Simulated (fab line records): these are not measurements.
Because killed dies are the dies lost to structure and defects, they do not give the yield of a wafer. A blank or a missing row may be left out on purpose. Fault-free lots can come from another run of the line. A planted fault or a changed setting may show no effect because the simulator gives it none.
fab line records / flow sky130 / part 2 of 2: steps 29 to 39 of 39
[record] lots = 5 wafers = 15 last-day = 50
route steps=708 shown PWDE@51 NWELL@56 VT_ADJUST_HVTP@85
lots untouched by any fault: they come from a run of this same line in which no faults occurred
start-h: start of the lot's first displayed wafer, in hours after the record's first day / wait-h: hours elapsed since this lot's preceding step / " unchanged from the row above / L1.1+2: a row that stands for several wafers / - either no value or no given start / * or withheld: withheld / < > ~ a bound
route shown NAME@n: names a module that has steps shown in the file, with the first one's number in the route / usual: average and standard deviation across the fault-free wafers / same: alike in all rows / chamber/n: place in a boat / sites: readings site by site / _std_site: standard deviation of those values / _edge_site: the outer-site mean with the inner-site mean subtracted / radius-mm: for every site, how far away it sits from the centre of the wafer / mask NAME#n: copy n / behind: the most recent tool/chamber to have shaped the wafer / hold: what put the lot on hold/how long, in hours/how the hold closed / device: names the non-switching transistor (n, p or np) / end of line: the tests these same wafers got at the end of their route / a step with no rows: only its recipe / killed: count of dies lost to structure and defects at first sort (not the wafer's yield) / map: dies across one wafer; x = killed, . = not, _ = none there
set.NAME: setting as actually run; set.NAME@STEP: the setting as run at that earlier step / model.NAME: the simulator's own value behind a step, which no gauge read
lots at some steps of the route; a table a step, a row a wafer
services: from which hour (start-h, from the record's first day; less than 0 if before it) a tool's chamber was out of use, for how many hours, and why
[[steps]]
[step SKY_NWELL_TW_MEAS_26]
[usual] NWELL_2_TW = 498/3.6
lot.wafer=L078.1 tool=film-metro-02 chamber=- start-h=121.20 wait-h=0.1 NWELL_2_TW=500
lot.wafer=L078.2 tool=film-metro-02 chamber=- start-h=121.20 wait-h=0.1 NWELL_2_TW=497
lot.wafer=L078.6 tool=film-metro-02 chamber=- start-h=121.20 wait-h=0.1 NWELL_2_TW=500
lot.wafer=L081.3 tool=film-metro-01 chamber=- start-h=148.37 wait-h=0.1 NWELL_2_TW=496
lot.wafer=L081.4 tool=film-metro-01 chamber=- start-h=148.37 wait-h=0.1 NWELL_2_TW=497
lot.wafer=L081.6 tool=film-metro-01 chamber=- start-h=148.37 wait-h=0.1 NWELL_2_TW=493
lot.wafer=L083.2 tool=film-metro-04 chamber=- start-h=167.30 wait-h=0.1 NWELL_2_TW=494
lot.wafer=L083.4 tool=film-metro-04 chamber=- start-h=167.30 wait-h=0.1 NWELL_2_TW=493
lot.wafer=L083.6 tool=film-metro-04 chamber=- start-h=167.30 wait-h=0.1 NWELL_2_TW=495
lot.wafer=L088.2 tool=film-metro-04 chamber=- start-h=194.50 wait-h=0.1 NWELL_2_TW=497
lot.wafer=L088.5 tool=film-metro-04 chamber=- start-h=194.50 wait-h=0.1 NWELL_2_TW=495
lot.wafer=L088.6 tool=film-metro-04 chamber=- start-h=194.50 wait-h=0.1 NWELL_2_TW=495
lot.wafer=L097.3 tool=film-metro-01 chamber=- start-h=243.54 wait-h=0.1 NWELL_2_TW=492
lot.wafer=L097.5 tool=film-metro-01 chamber=- start-h=243.54 wait-h=0.1 NWELL_2_TW=493
lot.wafer=L097.6 tool=film-metro-01 chamber=- start-h=243.54 wait-h=0.1 NWELL_2_TW=494
[step SKY_NWELL_CLEAN_27]
[recipe] chemistry = SC1/SC2 mix = 1:4:20 temp-c = 70 time-s = 150 dry = n2-spin
[usual] bath-guard-temp-C = 70.2/0.46
lot.wafer=L078.1 tool=wet-bench-04 chamber=2 start-h=121.26 wait-h=0.1 bath-guard-temp-C=70.6
lot.wafer=L078.2 tool=wet-bench-04 chamber=2 start-h=121.26 wait-h=0.1 bath-guard-temp-C=70.5
lot.wafer=L078.6 tool=wet-bench-04 chamber=2 start-h=121.26 wait-h=0.1 bath-guard-temp-C=70.2
lot.wafer=L081.3 tool=wet-bench-01 chamber=1 start-h=148.41 wait-h=0.0 bath-guard-temp-C=70.4
lot.wafer=L081.4 tool=wet-bench-01 chamber=1 start-h=148.41 wait-h=0.0 bath-guard-temp-C=70.0
lot.wafer=L081.6 tool=wet-bench-01 chamber=1 start-h=148.41 wait-h=0.0 bath-guard-temp-C=69.9
lot.wafer=L083.2 tool=wet-bench-04 chamber=1 start-h=167.35 wait-h=0.0 bath-guard-temp-C=70.1
lot.wafer=L083.4 tool=wet-bench-04 chamber=1 start-h=167.35 wait-h=0.0 bath-guard-temp-C=70.3
lot.wafer=L083.6 tool=wet-bench-04 chamber=1 start-h=167.35 wait-h=0.0 bath-guard-temp-C=70.9
lot.wafer=L088.2 tool=wet-bench-02 chamber=3 start-h=194.55 wait-h=0.0 bath-guard-temp-C=69.4
lot.wafer=L088.5 tool=wet-bench-02 chamber=3 start-h=194.55 wait-h=0.0 bath-guard-temp-C=70.0
lot.wafer=L088.6 tool=wet-bench-02 chamber=3 start-h=194.55 wait-h=0.0 bath-guard-temp-C=69.8
lot.wafer=L097.3 tool=wet-bench-02 chamber=1 start-h=243.58 wait-h=0.0 bath-guard-temp-C=69.4
lot.wafer=L097.5 tool=wet-bench-02 chamber=1 start-h=243.58 wait-h=0.0 bath-guard-temp-C=69.0
lot.wafer=L097.6 tool=wet-bench-02 chamber=1 start-h=243.58 wait-h=0.0 bath-guard-temp-C=69.6
[step SKY_NWELL_RTA_28]
[recipe] temp-c = 1050 time-s = 30 idle-temp-c = 650 ramp-up-c-per-s = 150 ramp-down-c-per-s = 90 ambient = N2
[usual] lamp-power-pct = 25.31/0.052 wafer_temp_C_max = 1055.0/1.1
lot.wafer=L078.1 tool=rtp-anneal-01 chamber=0 start-h=121.31 wait-h=0.0 lamp-power-pct=25.33 wafer_temp_C_max=1054.0
lot.wafer=L078.2 tool=rtp-anneal-01 chamber=0 start-h=121.31 wait-h=0.0 lamp-power-pct=25.27 wafer_temp_C_max=1054.6
lot.wafer=L078.6 tool=rtp-anneal-01 chamber=0 start-h=121.31 wait-h=0.0 lamp-power-pct=25.30 wafer_temp_C_max=1057.2
lot.wafer=L081.3 tool=rtp-anneal-02 chamber=0 start-h=148.50 wait-h=0.0 lamp-power-pct=25.39 wafer_temp_C_max=1053.6
lot.wafer=L081.4 tool=rtp-anneal-02 chamber=0 start-h=148.50 wait-h=0.0 lamp-power-pct=25.33 wafer_temp_C_max=1054.2
lot.wafer=L081.6 tool=rtp-anneal-02 chamber=0 start-h=148.50 wait-h=0.0 lamp-power-pct=25.39 wafer_temp_C_max=1056.4
lot.wafer=L083.2 tool=rtp-anneal-02 chamber=0 start-h=167.41 wait-h=0.0 lamp-power-pct=25.31 wafer_temp_C_max=1055.0
lot.wafer=L083.4 tool=rtp-anneal-02 chamber=0 start-h=167.41 wait-h=0.0 lamp-power-pct=25.26 wafer_temp_C_max=1054.5
lot.wafer=L083.6 tool=rtp-anneal-02 chamber=0 start-h=167.41 wait-h=0.0 lamp-power-pct=25.29 wafer_temp_C_max=1054.4
lot.wafer=L088.2 tool=rtp-anneal-02 chamber=0 start-h=194.62 wait-h=0.0 lamp-power-pct=25.34 wafer_temp_C_max=1055.4
lot.wafer=L088.5 tool=rtp-anneal-02 chamber=0 start-h=194.62 wait-h=0.0 lamp-power-pct=25.30 wafer_temp_C_max=1053.7
lot.wafer=L088.6 tool=rtp-anneal-02 chamber=0 start-h=194.62 wait-h=0.0 lamp-power-pct=25.23 wafer_temp_C_max=1055.2
lot.wafer=L097.3 tool=rtp-anneal-01 chamber=0 start-h=243.66 wait-h=0.0 lamp-power-pct=25.44 wafer_temp_C_max=1054.2
lot.wafer=L097.5 tool=rtp-anneal-01 chamber=0 start-h=243.66 wait-h=0.0 lamp-power-pct=25.31 wafer_temp_C_max=1053.8
lot.wafer=L097.6 tool=rtp-anneal-01 chamber=0 start-h=243.66 wait-h=0.0 lamp-power-pct=25.25 wafer_temp_C_max=1055.6
[step SKY_NWELL_RS_MEAS_29]
[recipe] thk-meas-gauge = four-point-probe
[usual] NWELL_RS = 624.8/1.6
lot.wafer=L078.1 tool=film-metro-04 chamber=- start-h=121.41 wait-h=0.1 NWELL_RS[ohm/sq]=627.4
lot.wafer=L078.2 tool=film-metro-04 chamber=- start-h=121.41 wait-h=0.1 NWELL_RS[ohm/sq]=626.9
lot.wafer=L078.6 tool=film-metro-04 chamber=- start-h=121.41 wait-h=0.1 NWELL_RS[ohm/sq]=625.8
lot.wafer=L081.3 tool=film-metro-04 chamber=- start-h=148.60 wait-h=0.1 NWELL_RS[ohm/sq]=624.7
lot.wafer=L081.4 tool=film-metro-04 chamber=- start-h=148.60 wait-h=0.1 NWELL_RS[ohm/sq]=625.0
lot.wafer=L081.6 tool=film-metro-04 chamber=- start-h=148.60 wait-h=0.1 NWELL_RS[ohm/sq]=624.1
lot.wafer=L083.2 tool=film-metro-04 chamber=- start-h=167.52 wait-h=0.1 NWELL_RS[ohm/sq]=622.4
lot.wafer=L083.4 tool=film-metro-04 chamber=- start-h=167.52 wait-h=0.1 NWELL_RS[ohm/sq]=622.1
lot.wafer=L083.6 tool=film-metro-04 chamber=- start-h=167.52 wait-h=0.1 NWELL_RS[ohm/sq]=622.7
lot.wafer=L088.2 tool=film-metro-02 chamber=- start-h=194.72 wait-h=0.1 NWELL_RS[ohm/sq]=626.0
lot.wafer=L088.5 tool=film-metro-02 chamber=- start-h=194.72 wait-h=0.1 NWELL_RS[ohm/sq]=625.0
lot.wafer=L088.6 tool=film-metro-02 chamber=- start-h=194.72 wait-h=0.1 NWELL_RS[ohm/sq]=625.2
lot.wafer=L097.3 tool=film-metro-04 chamber=- start-h=243.77 wait-h=0.1 NWELL_RS[ohm/sq]=624.2
lot.wafer=L097.5 tool=film-metro-04 chamber=- start-h=243.77 wait-h=0.1 NWELL_RS[ohm/sq]=624.9
lot.wafer=L097.6 tool=film-metro-04 chamber=- start-h=243.77 wait-h=0.1 NWELL_RS[ohm/sq]=623.5
[step SKY_NWELL_RS_MEAS_31]
[recipe] thk-meas-gauge = four-point-probe
[usual] PWDE_RS = 5281/19
lot.wafer=L078.1 tool=film-metro-04 chamber=- start-h=121.65 wait-h=0.1 PWDE_RS[ohm/sq]=5291
lot.wafer=L078.2 tool=film-metro-04 chamber=- start-h=121.65 wait-h=0.1 PWDE_RS[ohm/sq]=5287
lot.wafer=L078.6 tool=film-metro-04 chamber=- start-h=121.65 wait-h=0.1 PWDE_RS[ohm/sq]=5283
lot.wafer=L081.3 tool=film-metro-04 chamber=- start-h=148.84 wait-h=0.1 PWDE_RS[ohm/sq]=5283
lot.wafer=L081.4 tool=film-metro-04 chamber=- start-h=148.84 wait-h=0.1 PWDE_RS[ohm/sq]=5260
lot.wafer=L081.6 tool=film-metro-04 chamber=- start-h=148.84 wait-h=0.1 PWDE_RS[ohm/sq]=5259
lot.wafer=L083.2 tool=film-metro-04 chamber=- start-h=167.76 wait-h=0.1 PWDE_RS[ohm/sq]=5288
lot.wafer=L083.4 tool=film-metro-04 chamber=- start-h=167.76 wait-h=0.1 PWDE_RS[ohm/sq]=5276
lot.wafer=L083.6 tool=film-metro-04 chamber=- start-h=167.76 wait-h=0.1 PWDE_RS[ohm/sq]=5270
lot.wafer=L088.2 tool=film-metro-02 chamber=- start-h=194.96 wait-h=0.1 PWDE_RS[ohm/sq]=5310
lot.wafer=L088.5 tool=film-metro-02 chamber=- start-h=194.96 wait-h=0.1 PWDE_RS[ohm/sq]=5310
lot.wafer=L088.6 tool=film-metro-02 chamber=- start-h=194.96 wait-h=0.1 PWDE_RS[ohm/sq]=5312
lot.wafer=L097.3 tool=film-metro-04 chamber=- start-h=244.01 wait-h=0.1 PWDE_RS[ohm/sq]=5283
lot.wafer=L097.5 tool=film-metro-04 chamber=- start-h=244.01 wait-h=0.1 PWDE_RS[ohm/sq]=5291
lot.wafer=L097.6 tool=film-metro-04 chamber=- start-h=244.01 wait-h=0.1 PWDE_RS[ohm/sq]=5299
[step SKY_VT_ADJUST_HVTP_DEHYDRATE_00]
[recipe] temp-c = 200 time-s = 60
[usual] exhaust-pa = 45.2/0.95
lot.wafer=L078.1 tool=litho-track-01 chamber=0 start-h=130.29 wait-h=8.6 exhaust-pa=47.1
lot.wafer=L078.2 tool=litho-track-01 chamber=0 start-h=130.29 wait-h=8.6 exhaust-pa=45.3
lot.wafer=L078.6 tool=litho-track-01 chamber=0 start-h=130.29 wait-h=8.6 exhaust-pa=45.8
lot.wafer=L081.3 tool=litho-track-01 chamber=0 start-h=159.14 wait-h=10.3 exhaust-pa=45.3
lot.wafer=L081.4 tool=litho-track-01 chamber=0 start-h=159.14 wait-h=10.3 exhaust-pa=45.1
lot.wafer=L081.6 tool=litho-track-01 chamber=0 start-h=159.14 wait-h=10.3 exhaust-pa=44.9
lot.wafer=L083.2 tool=litho-track-04 chamber=0 start-h=176.74 wait-h=9.0 exhaust-pa=45.1
lot.wafer=L083.4 tool=litho-track-04 chamber=0 start-h=176.74 wait-h=9.0 exhaust-pa=45.5
lot.wafer=L083.6 tool=litho-track-04 chamber=0 start-h=176.74 wait-h=9.0 exhaust-pa=44.3
lot.wafer=L088.2 tool=litho-track-04 chamber=0 start-h=205.24 wait-h=10.3 exhaust-pa=46.6
lot.wafer=L088.5 tool=litho-track-04 chamber=0 start-h=205.24 wait-h=10.3 exhaust-pa=45.8
lot.wafer=L088.6 tool=litho-track-04 chamber=0 start-h=205.24 wait-h=10.3 exhaust-pa=46.3
lot.wafer=L097.3 tool=litho-track-01 chamber=0 start-h=255.74 wait-h=11.7 exhaust-pa=42.8
lot.wafer=L097.5 tool=litho-track-01 chamber=0 start-h=255.74 wait-h=11.7 exhaust-pa=44.4
lot.wafer=L097.6 tool=litho-track-01 chamber=0 start-h=255.74 wait-h=11.7 exhaust-pa=44.7
[step SKY_VT_ADJUST_HVTP_HMDS_01]
[recipe] prime-time-s = 60 prime-temp-c = 120
[usual] exhaust-pa = 45.0/0.86
lot.wafer=L078.1 tool=litho-track-01 chamber=0 start-h=130.44 wait-h=0.1 exhaust-pa=44.5
lot.wafer=L078.2 tool=litho-track-01 chamber=0 start-h=130.44 wait-h=0.1 exhaust-pa=43.8
lot.wafer=L078.6 tool=litho-track-01 chamber=0 start-h=130.44 wait-h=0.1 exhaust-pa=44.0
lot.wafer=L081.3 tool=litho-track-01 chamber=0 start-h=159.29 wait-h=0.1 exhaust-pa=43.2
lot.wafer=L081.4 tool=litho-track-01 chamber=0 start-h=159.29 wait-h=0.1 exhaust-pa=43.6
lot.wafer=L081.6 tool=litho-track-01 chamber=0 start-h=159.29 wait-h=0.1 exhaust-pa=43.0
lot.wafer=L083.2 tool=litho-track-04 chamber=0 start-h=176.89 wait-h=0.1 exhaust-pa=43.3
lot.wafer=L083.4 tool=litho-track-04 chamber=0 start-h=176.89 wait-h=0.1 exhaust-pa=44.6
lot.wafer=L083.6 tool=litho-track-04 chamber=0 start-h=176.89 wait-h=0.1 exhaust-pa=45.5
lot.wafer=L088.2 tool=litho-track-04 chamber=0 start-h=205.39 wait-h=0.1 exhaust-pa=45.4
lot.wafer=L088.5 tool=litho-track-04 chamber=0 start-h=205.39 wait-h=0.1 exhaust-pa=46.2
lot.wafer=L088.6 tool=litho-track-04 chamber=0 start-h=205.39 wait-h=0.1 exhaust-pa=46.5
lot.wafer=L097.3 tool=litho-track-01 chamber=0 start-h=255.89 wait-h=0.1 exhaust-pa=45.4
lot.wafer=L097.5 tool=litho-track-01 chamber=0 start-h=255.89 wait-h=0.1 exhaust-pa=45.4
lot.wafer=L097.6 tool=litho-track-01 chamber=0 start-h=255.89 wait-h=0.1 exhaust-pa=44.9
[step SKY_VT_ADJUST_HVTP_COAT_02]
[recipe] resist = NOVOLAK spin-rpm = 3000 resist-thk-nm = 1140
[usual] exhaust-pa = 44.9/0.79
lot.wafer=L078.1 tool=litho-track-01 chamber=0 start-h=130.59 wait-h=0.1 exhaust-pa=45.2
lot.wafer=L078.2 tool=litho-track-01 chamber=0 start-h=130.59 wait-h=0.1 exhaust-pa=44.1
lot.wafer=L078.6 tool=litho-track-01 chamber=0 start-h=130.59 wait-h=0.1 exhaust-pa=46.2
lot.wafer=L081.3 tool=litho-track-01 chamber=0 start-h=159.44 wait-h=0.1 exhaust-pa=44.4
lot.wafer=L081.4 tool=litho-track-01 chamber=0 start-h=159.44 wait-h=0.1 exhaust-pa=44.5
lot.wafer=L081.6 tool=litho-track-01 chamber=0 start-h=159.44 wait-h=0.1 exhaust-pa=44.4
lot.wafer=L083.2 tool=litho-track-04 chamber=0 start-h=177.04 wait-h=0.1 exhaust-pa=44.7
lot.wafer=L083.4 tool=litho-track-04 chamber=0 start-h=177.04 wait-h=0.1 exhaust-pa=44.6
lot.wafer=L083.6 tool=litho-track-04 chamber=0 start-h=177.04 wait-h=0.1 exhaust-pa=44.2
lot.wafer=L088.2 tool=litho-track-04 chamber=0 start-h=205.54 wait-h=0.1 exhaust-pa=45.4
lot.wafer=L088.5 tool=litho-track-04 chamber=0 start-h=205.54 wait-h=0.1 exhaust-pa=46.1
lot.wafer=L088.6 tool=litho-track-04 chamber=0 start-h=205.54 wait-h=0.1 exhaust-pa=43.4
lot.wafer=L097.3 tool=litho-track-01 chamber=0 start-h=256.04 wait-h=0.1 exhaust-pa=44.8
lot.wafer=L097.5 tool=litho-track-01 chamber=0 start-h=256.04 wait-h=0.1 exhaust-pa=45.0
lot.wafer=L097.6 tool=litho-track-01 chamber=0 start-h=256.04 wait-h=0.1 exhaust-pa=45.2
[step SKY_VT_ADJUST_HVTP_SOFTBAKE_03]
[recipe] temp-c = 90 time-s = 60 resist = NOVOLAK
[usual] exhaust-pa = 45.0/0.81
lot.wafer=L078.1 tool=litho-track-01 chamber=0 start-h=130.74 wait-h=0.1 exhaust-pa=43.3
lot.wafer=L078.2 tool=litho-track-01 chamber=0 start-h=130.74 wait-h=0.1 exhaust-pa=43.3
lot.wafer=L078.6 tool=litho-track-01 chamber=0 start-h=130.74 wait-h=0.1 exhaust-pa=43.8
lot.wafer=L081.3 tool=litho-track-01 chamber=0 start-h=159.59 wait-h=0.1 exhaust-pa=46.0
lot.wafer=L081.4 tool=litho-track-01 chamber=0 start-h=159.59 wait-h=0.1 exhaust-pa=45.4
lot.wafer=L081.6 tool=litho-track-01 chamber=0 start-h=159.59 wait-h=0.1 exhaust-pa=45.0
lot.wafer=L083.2 tool=litho-track-04 chamber=0 start-h=177.19 wait-h=0.1 exhaust-pa=44.4
lot.wafer=L083.4 tool=litho-track-04 chamber=0 start-h=177.19 wait-h=0.1 exhaust-pa=45.8
lot.wafer=L083.6 tool=litho-track-04 chamber=0 start-h=177.19 wait-h=0.1 exhaust-pa=44.8
lot.wafer=L088.2 tool=litho-track-04 chamber=0 start-h=205.69 wait-h=0.1 exhaust-pa=45.1
lot.wafer=L088.5 tool=litho-track-04 chamber=0 start-h=205.69 wait-h=0.1 exhaust-pa=43.5
lot.wafer=L088.6 tool=litho-track-04 chamber=0 start-h=205.69 wait-h=0.1 exhaust-pa=44.0
lot.wafer=L097.3 tool=litho-track-01 chamber=0 start-h=256.19 wait-h=0.1 exhaust-pa=45.4
lot.wafer=L097.5 tool=litho-track-01 chamber=0 start-h=256.19 wait-h=0.1 exhaust-pa=45.1
lot.wafer=L097.6 tool=litho-track-01 chamber=0 start-h=256.19 wait-h=0.1 exhaust-pa=45.1
[step SKY_VT_ADJUST_HVTP_EXPOSE_04]
[recipe] mask-id = HVTPM na = 0.6 source-shape = conventional sigma-outer = 0.6 polarization = unpolarized target-cd-nm = 380 dose-mj = 140
lot.wafer=L078.1+2+6 tool=iline-stepper-01 chamber=0 start-h=- wait-h=- mask=HVTPM#0
lot.wafer=L081.3+4+6 tool=iline-stepper-01 chamber=0 start-h=- wait-h=- mask=HVTPM#0
lot.wafer=L083.2+4+6 tool=iline-stepper-02 chamber=0 start-h=- wait-h=- mask=HVTPM#0
lot.wafer=L088.2+5+6 tool=iline-stepper-02 chamber=0 start-h=- wait-h=- mask=HVTPM#0
lot.wafer=L097.3+5+6 tool=iline-stepper-02 chamber=0 start-h=- wait-h=- mask=HVTPM#0
[step SKY_VT_ADJUST_HVTP_PEB_05]
[recipe] temp-c = withheld time-s = * resist = NOVOLAK
[usual] exhaust-pa = 44.9/0.89
lot.wafer=L078.1 tool=litho-track-04 chamber=0 start-h=- wait-h=- exhaust-pa=45.6
lot.wafer=L078.2 tool=litho-track-04 chamber=0 start-h=- wait-h=- exhaust-pa=42.8
lot.wafer=L078.6 tool=litho-track-04 chamber=0 start-h=- wait-h=- exhaust-pa=44.2
lot.wafer=L081.3 tool=litho-track-04 chamber=0 start-h=- wait-h=- exhaust-pa=44.9
lot.wafer=L081.4 tool=litho-track-04 chamber=0 start-h=- wait-h=- exhaust-pa=45.5
lot.wafer=L081.6 tool=litho-track-04 chamber=0 start-h=- wait-h=- exhaust-pa=45.5
lot.wafer=L083.2 tool=litho-track-04 chamber=0 start-h=- wait-h=- exhaust-pa=46.9
lot.wafer=L083.4 tool=litho-track-04 chamber=0 start-h=- wait-h=- exhaust-pa=44.6
lot.wafer=L083.6 tool=litho-track-04 chamber=0 start-h=- wait-h=- exhaust-pa=46.4
lot.wafer=L088.2 tool=litho-track-02 chamber=0 start-h=- wait-h=- exhaust-pa=44.5
lot.wafer=L088.5 tool=litho-track-02 chamber=0 start-h=- wait-h=- exhaust-pa=45.2
lot.wafer=L088.6 tool=litho-track-02 chamber=0 start-h=- wait-h=- exhaust-pa=45.3
lot.wafer=L097.3 tool=litho-track-04 chamber=0 start-h=- wait-h=- exhaust-pa=43.2
lot.wafer=L097.5 tool=litho-track-04 chamber=0 start-h=- wait-h=- exhaust-pa=43.5
lot.wafer=L097.6 tool=litho-track-04 chamber=0 start-h=- wait-h=- exhaust-pa=44.3
[[services]]
tool=iline-stepper-02 chamber=- start-h=65.98 hours=1.7 kind=pm
tool=implanter-04 chamber=- start-h=96.49 hours=2.7 kind=pm
tool=implanter-02 chamber=- start-h=106.30 hours=2.5 kind=repair
tool=implanter-02 chamber=- start-h=114.20 hours=1.3 kind=repair
tool=implanter-01 chamber=- start-h=124.52 hours=2.6 kind=repair
tool=plasma-asher-03 chamber=- start-h=133.71 hours=0.7 kind=repair
tool=iline-stepper-01 chamber=- start-h=137.75 hours=- kind=consumable-replace:lamp
tool=implanter-04 chamber=- start-h=143.94 hours=7.8 kind=repair
tool=iline-stepper-02 chamber=0 start-h=160.82 hours=- kind=calibration
tool=implanter-04 chamber=- start-h=172.24 hours=4.9 kind=repair
tool=iline-stepper-02 chamber=- start-h=173.77 hours=- kind=calibration
tool=iline-stepper-02 chamber=- start-h=199.16 hours=4.4 kind=pm
tool=implanter-01 chamber=- start-h=204.51 hours=7.7 kind=pm
tool=iline-stepper-01 chamber=- start-h=205.76 hours=1.7 kind=pm
tool=implanter-04 chamber=- start-h=216.18 hours=1.2 kind=repair
tool=iline-stepper-01 chamber=0 start-h=226.27 hours=- kind=calibration
tool=wet-bench-02 chamber=- start-h=231.12 hours=3.7 kind=repair
tool=iline-stepper-02 chamber=- start-h=240.56 hours=6.2 kind=repair
tool=implanter-02 chamber=- start-h=243.80 hours=2.1 kind=repair
tool=implanter-02 chamber=- start-h=258.94 hours=4.4 kind=repair
tool=implanter-01 chamber=- start-h=265.40 hours=5.2 kind=pm
